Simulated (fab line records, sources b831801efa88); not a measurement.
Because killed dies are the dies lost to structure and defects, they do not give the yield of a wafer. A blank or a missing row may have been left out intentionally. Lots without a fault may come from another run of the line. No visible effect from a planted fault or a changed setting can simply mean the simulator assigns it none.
Which tool was responsible? -- flow gf180mcu -- 11 lots with 33 wafers sampled at 2 steps, on a route of 602 steps

WHAT EACH GAUGE READ, for each wafer
GF_MVPSD_OVL_MEAS_07.
lot,measured,on,MVPSD_OVL (nm)
L990,day 5 01:41,overlay-01,1.7 -0.1 -0.1
L993,day 5 17:20,overlay-01,-0.4 1.5 1.4
L994,day 5 22:50,overlay-01,-2.7 -0.4 0.2
L996,day 6 10:29,overlay-02,-3.4 -3.8 -1.1
L997,day 6 18:44,overlay-01,-2.3 -2.3 -1.7
L998,day 7 00:26,overlay-02,-2.2 -1.3 -2.2
L999,day 7 04:44,overlay-01,-1.8 -1.1 -1.1
L100,day 7 11:44,overlay-02,0.7 0.2 -0.8
L110,day 9 23:35,overlay-01,- - -
L112,day 10 11:10,overlay-01,2.3 2.8 2.8
L113,day 10 19:49,overlay-01,-1.2 -2.4 -2.9

EACH LOT AND THE TOOL THAT RAN IT (in order: tool; ch and the chambers of the sampled wafers; start)
lot,GF_MVPSD_EXPOSE_04
L990,"iline stepper-02 ch 0, day 4 18:41"
L993,"iline stepper-02 ch 0, day 5 09:58"
L994,"iline stepper-02 ch 0, day 5 16:02"
L996,"iline stepper-02 ch 0, day 6 03:06"
L997,"iline stepper-02 ch 0, day 6 11:26"
L998,"iline stepper-02 ch 0, day 6 16:56"
L999,"iline stepper-01 ch 0, day 6 20:49"
L100,"iline stepper-01 ch 0, day 7 04:23"
L110,"iline stepper-02 ch 0, day 9 15:07"
L112,"iline stepper-01 ch 0, day 10 02:22"
L113,"iline stepper-02 ch 0, day 10 10:57"
- GF_MVPSD_EXPOSE_04: exposes mask MVPSD, target cd 1000 nm.

THE ANSWER, worked out from the rows above alone
Rule: the usual values come from the lots themselves. The widest of any qualifying gaps counts: lots, ordered by their means at a reading, are off when they make up no more than a third of the lots, leave a main group of 4 or more, and stand apart from it by 3 or more times the standard deviation of that group's means. Not used: any main group whose means are identical at the precision the tables above print for the reading. A lot without any number at a reading at which 4 lots or more have one is off too. All remaining lots with rows at the step are treated as sound.
Off: L110, at GF_MVPSD_OVL_MEAS_07 (MVPSD_OVL). Without a number there: L110. The main group has a mean of -0.7 nm with a standard deviation of 1.6.
If a tool, at a process step before that reading, ran all the lots that are off and no sound lot after the first of them, it fits. Gauges at GF_MVPSD_OVL_MEAS_07: tried the same way as those tools. None of those tried fits.

WHAT HAD BEEN PUT IN BY THE SIMULATOR
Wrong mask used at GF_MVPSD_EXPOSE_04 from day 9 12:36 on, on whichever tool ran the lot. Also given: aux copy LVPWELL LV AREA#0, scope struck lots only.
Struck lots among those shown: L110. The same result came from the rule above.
